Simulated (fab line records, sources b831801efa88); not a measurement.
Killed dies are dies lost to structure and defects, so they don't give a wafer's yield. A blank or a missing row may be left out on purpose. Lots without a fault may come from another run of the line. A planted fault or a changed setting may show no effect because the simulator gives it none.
Chamber matching | flow gf180mcu | GF_V3_CVD_02 on pecvd-01: 3 sister chambers
The step deposits SiO2 from TEOS, target thk 850 nm, time 94.851 s. 22 wafers are shown with their chamber, then 11 later ones without.

WAFERS WITH THEIR CHAMBER
wafer  | chamber | heater_power_w (W)
L079.2 | 0       | 547
L079.4 | 0       | 582
L079.6 | 1       | 596
L081.1 | 2       | 543
L081.2 | 0       | 596
L081.3 | 1       | 565
L081.4 | 1       | 615
L081.5 | 2       | 580
L081.6 | 0       | 468
L083.1 | 1       | 542
L083.2 | 0       | 548
L083.3 | 2       | 561
L083.4 | 0       | 562
L083.5 | 1       | 598
L083.6 | 2       | 609
L090.3 | 0       | 654
L090.5 | 0       | 672
L090.6 | 1       | 492
L091.1 | 2       | 667
L091.2 | 1       | 614
L091.3 | 0       | 528
L091.4 | 2       | 531

SIGNATURES (means of the wafers above)
reading        | chamber 0 | chamber 1 | chamber 2 | scatter within a chamber
heater_power_w | 573.00    | 574.57    | 581.83    | 54.4
Rule: a wafer's distance from a chamber is the root of the sum, over the readings, of the square of ((its reading less the chamber's mean) divided by the reading's scatter). The wafer belongs to the nearest chamber; if the next one is less than 2 further off, it can't be placed. The scatter: the root of (the sum of the squares of (reading less its chamber's mean) over the shown wafers, divided by (wafers less chambers)).

WAFERS WITHOUT THEIR CHAMBER
wafer  | heater_power_w (W)
L091.5 | 601
L091.6 | 498
L092.1 | 613
L092.2 | 644
L092.4 | 632
L096.1 | 514
L096.2 | 638
L096.5 | 656
L097.1 | 619
L097.3 | 595
L097.6 | 646

WHICH CHAMBER EACH WENT THROUGH
wafer  | from the rows above          | in truth
L091.5 | can't be placed: 2 or 1 or 0 | 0
L091.6 | can't be placed: 0 or 1 or 2 | 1
L092.1 | can't be placed: 2 or 1 or 0 | 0
L092.2 | can't be placed: 2 or 1 or 0 | 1
L092.4 | can't be placed: 2 or 1 or 0 | 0
L096.1 | can't be placed: 0 or 1 or 2 | 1
L096.2 | can't be placed: 2 or 1 or 0 | 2
L096.5 | can't be placed: 2 or 1 or 0 | 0
L097.1 | can't be placed: 2 or 1 or 0 | 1
L097.3 | can't be placed: 2 or 1 or 0 | 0
L097.6 | can't be placed: 2 or 1 or 0 | 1
Placed correctly: 0 of 11. Can't be placed from these rows: 11 (the true chamber is among the candidates in 11). Placed wrongly: 0.
